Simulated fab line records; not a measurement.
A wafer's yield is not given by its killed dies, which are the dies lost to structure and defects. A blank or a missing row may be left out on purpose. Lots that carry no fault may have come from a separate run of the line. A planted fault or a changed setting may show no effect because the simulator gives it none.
fab line records	flow sky130
record: lots: 11	wafers: 33	last-day: 50
route steps=708 shown METAL4@600 CAP2M@607 VIA4@640 PAD_OPEN@708
lots that met no fault: taken from a fault-free run of the same line
start-h: hours from the record's opening day to when the first of the lot's shown wafers began	wait-h: time in hours since the lot's previous step	" the same as in the row above	L1.1+2: several wafers, shown together as one row	- no value present, or no start provided	* or withheld: withheld	< > ~ a bound
route shown NAME@n: a module of which the file shows steps, and the number in the route of the first	usual: the fault-free wafers' mean and standard deviation	same: alike in all rows	chamber/n: place in a boat	sites: each site's reading	_std_site: how widely they spread, as a standard deviation	_edge_site: the outer-site mean with the inner-site mean subtracted	radius-mm: for every site, how far away it sits from the centre of the wafer	mask NAME#n: copy n	behind: the last tool/chamber to shape the wafer	hold: the reason the lot was held/the length of the hold in hours/how it ended	device: the n, p or np transistor that did not switch	end of line: tests of these same wafers at the route's end	step lacking rows: just its recipe	killed: dies that structure and defects cost at the first sort, which is not the same as the wafer's yield	map: the dies of a wafer, with x for killed, . for not killed, _ for no die there
set.NAME: the setting the step ran with; set.NAME@STEP: the setting that earlier step ran with	model.NAME: the simulator's own value behind a step, which no gauge read
steps of the route over a sample of lots; a table a step, a row a wafer
services: the hour from which a tool's chamber was out of use, counted from the record's first day as start-h (under 0 if before that day), plus the number of hours and why
== steps ==
step: SKY_METAL4_SPUTTER_02
recipe: material: AlCu	target-thk-nm: 735	power-w: 10600	time-s: 39.1	chamber-pressure-pa: 0.4
usual: cathode-dc-power-W: 10600/1.9	throttle-valve-pct: 30.0/0.64
lot.wafer	tool	chamber	start-h	wait-h	cathode-dc-power-W	throttle-valve-pct
L909.3	pvd-sputter-04	-	928.45	0.0	10601	29.7
L909.5	"	-	"	"	10598	30.8
L909.6	"	-	"	"	10603	30.4
L911.2	pvd-sputter-03	-	938.34	0.0	10599	30.3
L911.3	"	-	"	"	10596	30.5
L911.6	"	-	"	"	10599	29.1
L914.1	pvd-sputter-03	-	963.83	0.0	10601	30.4
L914.3	"	-	"	"	10603	31.2
L914.6	"	-	"	"	10602	30.9
L915.2	pvd-sputter-02	-	977.39	0.0	10600	30.4
L915.4	"	-	"	"	10599	29.6
L915.6	"	-	"	"	10599	29.9
L917.2	pvd-sputter-04	-	984.86	0.0	10602	30.4
L917.3	"	-	"	"	10604	30.2
L917.6	"	-	"	"	10599	30.2
L919.1	pvd-sputter-02	-	1004.08	0.0	10600	30.4
L919.3	"	-	"	"	10600	29.0
L919.5	"	-	"	"	10602	29.6
L920.1	pvd-sputter-02	-	1006.91	0.0	10600	29.7
L920.2	"	-	"	"	10595	29.9
L920.3	"	-	"	"	10599	30.4
L921.1	pvd-sputter-04	-	1016.95	0.0	10603	30.1
L921.2	"	-	"	"	10603	30.1
L921.6	"	-	"	"	10599	30.4
L922.3	pvd-sputter-04	-	1022.85	0.0	10599	30.8
L922.4	"	-	"	"	10601	29.5
L922.6	"	-	"	"	10602	30.4
L930.1	pvd-sputter-02	-	1072.18	0.0	10599	29.3
L930.4	"	-	"	"	10601	29.9
L930.6	"	-	"	"	10597	29.4
L931.3	pvd-sputter-02	-	1076.12	0.0	10600	29.6
L931.4	"	-	"	"	10601	29.3
L931.5	"	-	"	"	10601	29.4
step: SKY_CAP2M_THK_MEAS_04
recipe: thk-meas-gauge: xrf	reads: TiN_of_CAP2M_SPUTTER_02
usual: CAP2M_TIN_THK: 198.6/1.9
lot.wafer	tool	chamber	start-h	wait-h	CAP2M_TIN_THK[nm]
L909.3	film-metro-02	-	928.90	0.1	198.5
L909.5	"	-	"	"	199.1
L909.6	"	-	"	"	200.4
L911.2	film-metro-03	-	938.78	0.1	201.1
L911.3	"	-	"	"	197.6
L911.6	"	-	"	"	198.4
L914.1	film-metro-02	-	964.25	0.1	194.5
L914.3	"	-	"	"	197.1
L914.6	"	-	"	"	197.0
L915.2	film-metro-02	-	977.82	0.1	198.9
L915.4	"	-	"	"	196.3
L915.6	"	-	"	"	197.3
L917.2	film-metro-02	-	985.29	0.1	197.5
L917.3	"	-	"	"	197.8
L917.6	"	-	"	"	199.4
L919.1	film-metro-02	-	1004.50	0.1	196.6
L919.3	"	-	"	"	198.7
L919.5	"	-	"	"	198.5
L920.1	film-metro-02	-	1007.32	0.1	198.9
L920.2	"	-	"	"	197.7
L920.3	"	-	"	"	201.6
L921.1	film-metro-02	-	1017.37	0.1	197.7
L921.2	"	-	"	"	194.5
L921.6	"	-	"	"	197.1
L922.3	film-metro-01	-	1023.29	0.1	198.4
L922.4	"	-	"	"	198.3
L922.6	"	-	"	"	196.6
L930.1	film-metro-03	-	1072.60	0.1	199.9
L930.4	"	-	"	"	203.0
L930.6	"	-	"	"	200.1
L931.3	film-metro-03	-	1076.56	0.1	201.6
L931.4	"	-	"	"	200.8
L931.5	"	-	"	"	201.9
step: SKY_METAL4_CD_MEAS_13
recipe: target-cd-nm: 300
usual: cd-nm: 299.5/1.4
lot.wafer	tool	chamber	start-h	wait-h	cd-nm
L909.3	cd-sem-01	-	978.23	-	297.4
L909.5	"	-	"	"	296.7
L909.6	"	-	"	"	296.8
L911.2	cd-sem-02	-	987.41	-	296.8
L911.3	"	-	"	"	297.5
L911.6	"	-	"	"	297.9
L914.1	cd-sem-01	-	1012.04	-	300.2
L914.3	"	-	"	"	299.3
L914.6	"	-	"	"	300.0
L915.2	cd-sem-02	-	1025.11	-	300.1
L915.4	"	-	"	"	298.3
L915.6	"	-	"	"	299.6
L917.2	cd-sem-02	-	1031.06	-	298.2
L917.3	"	-	"	"	300.1
L917.6	"	-	"	"	299.6
L919.1	cd-sem-01	-	1050.19	-	299.3
L919.3	"	-	"	"	298.6
L919.5	"	-	"	"	299.0
L920.1	cd-sem-01	-	1052.94	-	300.8
L920.2	"	-	"	"	300.5
L920.3	"	-	"	"	300.5
L921.1	cd-sem-01	-	1061.44	-	299.4
L921.2	"	-	"	"	300.2
L921.6	"	-	"	"	298.8
L922.3	cd-sem-02	-	1067.63	-	299.2
L922.4	"	-	"	"	298.2
L922.6	"	-	"	"	299.6
L930.1	cd-sem-02	-	1113.80	-	299.9
L930.4	"	-	"	"	299.5
L930.6	"	-	"	"	299.6
L931.3	cd-sem-02	-	1117.39	-	299.2
L931.4	"	-	"	"	299.3
L931.5	"	-	"	"	299.0
step: SKY_METAL4_METAL_ETCH_18
recipe: target-depth-a: 8450	stop-on: SiO2	over-etch-frac: 0.3	time-s: 183.1	chemistry: Cl2/BCl3	resist-sidewall-deg: 88	pressure-mtorr: 10	icp-w: 900	bias-w: 48.5	Cl2_flow_sccm: 60	bcl3-flow-sccm: 30
usual: chamber-pressure-mTorr: 9.999/0.01	drypump-motor-current-A: 5.50/0.25	oes-product-au: 0.866/0.0057	throttle-valve-pct: 22.265/0.0087
lot.wafer	tool	chamber	start-h	wait-h	chamber-pressure-mTorr	drypump-motor-current-A	oes-product-au	rf-hours-counter-h	throttle-valve-pct
L909.3	rie-metal-04	0	978.55	0.1	10.004	5.96	0.867	-	22.267
L909.5	"	0	"	"	10.000	5.99	0.865	-	22.255
L909.6	"	1	"	"	9.989	5.44	0.865	-	22.262
L911.2	rie-metal-03	1	987.70	0.0	10.002	5.54	0.866	11	22.262
L911.3	"	1	"	"	10.003	5.54	0.869	-	22.263
L911.6	"	0	"	"	10.006	5.14	0.872	-	22.268
L914.1	rie-metal-03	0	1012.34	0.0	10.004	5.17	0.854	19	22.277
L914.3	"	0	"	"	10.007	5.14	0.857	-	22.261
L914.6	"	0	"	"	10.002	5.17	0.862	-	22.268
L915.2	rie-metal-02	0	1025.40	0.0	9.991	5.52	0.865	9	22.260
L915.4	"	0	"	"	10.000	5.55	0.869	-	22.272
L915.6	"	0	"	"	9.999	5.53	0.862	-	22.273
L917.2	rie-metal-02	0	1031.35	0.0	10.003	5.54	0.864	10	22.263
L917.3	"	0	"	"	9.998	5.54	0.864	-	22.262
L917.6	"	1	"	"	9.990	5.35	0.863	-	22.272
L919.1	rie-metal-02	0	1050.49	0.0	9.993	5.53	0.866	11	22.263
L919.3	"	0	"	"	9.990	5.54	0.859	-	22.259
L919.5	"	1	"	"	10.000	5.36	0.856	-	22.261
L920.1	rie-metal-03	1	1053.24	0.0	9.995	5.55	0.864	15	22.278
L920.2	"	0	"	"	10.017	5.16	0.877	22	22.267
L920.3	"	1	"	"	10.010	5.53	0.867	-	22.261
L921.1	rie-metal-02	1	1061.75	0.0	9.978	5.35	0.863	19	22.265
L921.2	"	0	"	"	9.997	5.51	0.868	12	22.249
L921.6	"	1	"	"	10.004	5.35	0.863	-	22.266
L922.3	rie-metal-02	1	1067.96	0.1	9.994	5.34	0.878	-	22.270
L922.4	"	0	"	"	10.007	5.54	0.870	-	22.263
L922.6	"	1	"	"	10.011	5.33	0.875	-	22.269
L930.1	rie-metal-04	0	1114.10	0.0	10.026	5.99	0.749	14	22.259
L930.4	"	0	"	"	9.998	5.98	0.869	-	22.271
L930.6	"	1	"	"	9.991	5.44	0.863	-	22.259
L931.3	rie-metal-02	0	1117.71	0.1	9.994	5.52	0.860	-	22.258
L931.4	"	1	"	"	10.004	5.35	0.750	-	22.250
L931.5	"	0	"	"	9.998	5.53	0.856	-	22.249
step: SKY_VIA4_THK_MEAS_01
recipe: reads: SiO2_of_VIA4_HDPCVD_00
usual: VIA4_HDPCVD_THK: 1750/17
lot.wafer	tool	chamber	start-h	wait-h	VIA4_HDPCVD_THK[nm]
L909.3	film-metro-03	-	979.51	0.1	1729
L909.5	"	-	"	"	1731
L909.6	"	-	"	"	1753
L911.2	film-metro-04	-	988.66	0.1	1729
L911.3	"	-	"	"	1739
L911.6	"	-	"	"	1738
L914.1	film-metro-01	-	1013.44	0.2	1768
L914.3	"	-	"	"	1740
L914.6	"	-	"	"	1753
L915.2	film-metro-01	-	1026.37	0.1	1772
L915.4	"	-	"	"	1747
L915.6	"	-	"	"	1765
L917.2	film-metro-03	-	1032.31	0.1	1765
L917.3	"	-	"	"	1752
L917.6	"	-	"	"	1753
L919.1	film-metro-04	-	1051.59	0.1	1740
L919.3	"	-	"	"	1773
L919.5	"	-	"	"	1743
L920.1	film-metro-04	-	1054.78	0.1	1728
L920.2	"	-	"	"	1707
L920.3	"	-	"	"	1733
L921.1	film-metro-01	-	1063.09	0.1	1753
L921.2	"	-	"	"	1741
L921.6	"	-	"	"	1752
L922.3	film-metro-01	-	1068.86	0.1	1780
L922.4	"	-	"	"	1764
L922.6	"	-	"	"	1762
L930.1	film-metro-03	-	1115.18	0.1	1732
L930.4	"	-	"	"	1744
L930.6	"	-	"	"	1741
L931.3	film-metro-03	-	1118.66	0.1	1735
L931.4	"	-	"	"	1754
L931.5	"	-	"	"	1731
step: SKY_PAD_OPEN_PROBE_99
usual: defect-limited-yield: 82.6/2.1	killed_at_M0_to_M3: 43/7.3	killed_at_M4_up: 3.1/1.8	killed-at-contacts: 24/5.4	killed-at-front-end: 15/4.1	killed-at-other: 0.2/0.52	killed-dies: 86/10	killed-open: 47/7.3	killed-short: 39/6.4	sort_bin_3_pad_short: 0.8/0.37	sort_bin_5_function: 10.1/1.4	sort_bin_6_memory: 6.4/1.2	sort-n-pass: 406/10	sort-yield-pct: 82.6/2.1
same: gross-dies: 492	killed-at-back-side: 0	sort_bin_4_leakage[%]: 0	sort_bin_8_speed[%]: 0
lot.wafer	tool	chamber	start-h	wait-h	defect-limited-yield[%]	killed_at_M0_to_M3	killed_at_M4_up	killed-at-contacts	killed-at-front-end	killed-at-other	killed-dies	killed-open	killed-short	sort_bin_3_pad_short[%]	sort_bin_5_function[%]	sort_bin_6_memory[%]	sort-n-pass	sort-yield-pct[%]
L914.1	prober-02	-	1104.31	0.1	82.5	44	4	22	16	0	86	49	37	1.0	10.0	6.5	406	82.5
L914.3	prober-02	-	1104.41	0.2	87.4	36	1	13	12	0	62	35	27	0.4	8.3	3.9	430	87.4
L914.6	prober-02	-	1104.56	0.2	84.6	32	4	27	12	1	76	38	38	0.6	9.3	5.5	416	84.6
L915.2	prober-01	-	1116.36	0.1	82.1	53	1	18	16	0	88	44	44	1.4	11.2	5.3	404	82.1
L915.4	prober-01	-	1116.46	0.2	80.5	48	1	23	24	0	96	60	36	0.4	10.4	8.7	396	80.5
L915.6	prober-01	-	1116.56	0.2	77.2	62	2	26	21	1	112	58	53	1.8	12.0	8.9	380	77.2
L922.3	prober-02	-	1152.07	0.2	83.7	44	2	18	15	1	80	48	32	0.8	9.1	6.3	412	83.7
L922.4	prober-02	-	1152.12	0.2	78.5	54	2	26	22	2	106	50	56	0.2	14.0	7.3	386	78.5
L922.6	prober-02	-	1152.22	0.2	82.5	39	5	27	15	0	86	46	40	0.6	10.6	6.3	406	82.5
L931.3	prober-01	-	1192.69	0.2	84.6	39	1	19	17	0	76	39	37	0.2	10.0	5.3	416	84.6
L931.4	prober-01	-	1192.74	0.2	83.1	40	3	26	14	0	83	42	41	0.6	10.2	6.1	409	83.1
L931.5	prober-01	-	1192.79	0.2	81.5	53	5	17	16	0	91	57	34	0.8	11.2	6.5	401	81.5
killed by level:class
L914.1 VIA1:geometric-particle:open=10 LI_CONTACT:geometric-particle:open=9 VIA3:geometric-particle:open=9 METAL2:geometric-particle:short=8 CONTACT:geometric-particle:open=6 FIELD_ISO:geometric-particle:open=4 FIELD_ISO:geometric-particle:short=4 VIA3:geometric-particle:short=4
L914.3 VIA1:geometric-particle:open=9 METAL2:geometric-particle:short=6 CONTACT:geometric-particle:open=6 VIA1:geometric-particle:short=5 METAL1:geometric-particle:short=4 POLY_CUT:geometric-particle:open=3 FIELD_ISO:geometric-particle:short=3 LI_CONTACT:geometric-particle:open=3
L914.6 LI_CONTACT:geometric-particle:open=8 CONTACT:geometric-particle:short=8 CONTACT:geometric-particle:open=7 VIA1:geometric-particle:short=7 VIA1:geometric-particle:open=7 VIA3:geometric-particle:open=5 VIA2:geometric-particle:open=4 FIELD_ISO:geometric-particle:short=3
L915.2 VIA1:geometric-particle:short=10 VIA1:geometric-particle:open=10 LI_CONTACT:geometric-particle:open=7 METAL2:geometric-particle:short=6 METAL1:geometric-particle:short=5 VIA2:geometric-particle:open=5 VIA3:geometric-particle:open=5 FIELD_ISO:geometric-particle:open=4
L915.4 VIA1:geometric-particle:open=12 LI_CONTACT:geometric-particle:open=10 CONTACT:geometric-particle:open=9 FIELD_ISO:geometric-particle:open=7 POLY_GATE:geometric-particle:open=6 METAL1:geometric-particle:short=6 FIELD_ISO:geometric-particle:short=4 METAL3:geometric-particle:short=4
L915.6 VIA1:geometric-particle:open=16 CONTACT:geometric-particle:open=11 METAL2:geometric-particle:short=10 LI_CONTACT:geometric-particle:open=9 FIELD_ISO:geometric-particle:short=8 METAL1:geometric-particle:short=8 VIA2:geometric-particle:open=7 VIA1:geometric-particle:short=6
L922.3 VIA3:geometric-particle:open=11 VIA1:geometric-particle:open=7 CONTACT:geometric-particle:open=6 METAL2:geometric-particle:short=6 FIELD_ISO:geometric-particle:open=5 POLY_GATE:geometric-particle:open=5 VIA1:geometric-particle:short=5 METAL1:geometric-particle:short=5
L922.4 POLY_GATE:geometric-particle:short=8 CONTACT:geometric-particle:open=8 CONTACT:geometric-particle:short=7 METAL1:geometric-particle:short=7 VIA1:geometric-particle:open=7 VIA3:geometric-particle:open=7 VIA1:geometric-particle:short=6 VIA2:geometric-particle:short=6
L922.6 VIA1:geometric-particle:open=10 LI_CONTACT:geometric-particle:open=7 VIA2:geometric-particle:open=7 CONTACT:geometric-particle:open=6 METAL2:geometric-particle:short=6 LOCAL_INTERCONNECT:geometric-particle:short=5 CONTACT:geometric-particle:short=5 FIELD_ISO:geometric-particle:open=4
L931.3 FIELD_ISO:geometric-particle:short=8 VIA1:geometric-particle:open=7 VIA3:geometric-particle:open=6 CONTACT:geometric-particle:open=6 VIA2:geometric-particle:open=5 LI_CONTACT:geometric-particle:short=4 LI_CONTACT:geometric-particle:open=4 VIA2:geometric-particle:short=4
L931.4 CONTACT:geometric-particle:open=10 VIA1:geometric-particle:open=8 LI_CONTACT:geometric-particle:open=7 METAL1:geometric-particle:short=7 FIELD_ISO:geometric-particle:short=6 VIA1:geometric-particle:short=6 VIA3:geometric-particle:open=6 LOCAL_INTERCONNECT:geometric-particle:short=5
L931.5 VIA3:geometric-particle:open=13 VIA1:geometric-particle:open=12 VIA2:geometric-particle:open=7 CONTACT:geometric-particle:open=7 POLY_GATE:geometric-particle:open=5 LI_CONTACT:geometric-particle:open=5 METAL1:geometric-particle:short=5 VIA1:geometric-particle:short=4
== services ==
tool	chamber	start-h	hours	kind
pvd-sputter-02	-	937.28	6.3	repair
pvd-sputter-03	-	967.15	72.4	repair
pvd-sputter-04	1	984.97	-	consumable-replace:kit
pvd-sputter-04	1	984.97	18.0	scheduled-down
pvd-sputter-04	1	984.97	18.0	vent-cycle
pvd-sputter-02	1	985.86	-	consumable-replace:kit
pvd-sputter-02	1	985.86	18.0	scheduled-down
pvd-sputter-02	1	985.86	18.0	vent-cycle
pvd-sputter-02	-	986.30	1.4	repair
pvd-sputter-02	-	1016.03	3.7	repair
rie-metal-03	-	1058.42	2.8	pm
rie-metal-03	0	1062.18	-	clean
rie-metal-03	0	1062.18	13.9	scheduled-down
rie-metal-03	0	1062.18	13.9	vent-cycle
pvd-sputter-04	-	1066.26	0.7	repair
pvd-sputter-03	-	1084.19	3.1	repair
pvd-sputter-04	0	1089.66	-	consumable-replace:kit
pvd-sputter-04	0	1089.66	18.0	scheduled-down
pvd-sputter-04	0	1089.66	18.0	vent-cycle
pvd-sputter-03	-	1095.05	6.4	repair
pvd-sputter-02	0	1099.46	-	consumable-replace:kit
pvd-sputter-02	0	1099.46	18.0	scheduled-down
pvd-sputter-02	0	1099.46	18.0	vent-cycle
pvd-sputter-02	-	1115.66	5.3	repair
== key ==
first-sign: step: SKY_METAL4_METAL_ETCH_18	reading: oes-product-au	direction: down	sigmas: 20	usual: 0.866	struck: 0.749
effect none on later readings
met-at SKY_METAL4_SPUTTER_02
struck-lots L930,L931
struck-wafers L930.1,L931.4
not-acting-at SKY_CAP2M_THK_MEAS_04,SKY_METAL4_CD_MEAS_13,SKY_VIA4_THK_MEAS_01
onset-between 1004.08 1072.18
fault: kind: process-parameter-drift	tool: pvd-sputter-02	chamber: -	onset-h: 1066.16	steps: SKY_METAL4_SPUTTER_02	channel: target-thk-nm	offset: -182.37	shape: step	end-h: 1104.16	acts-in: these-recipes-only	stated: 735	scope: struck-wafers-only
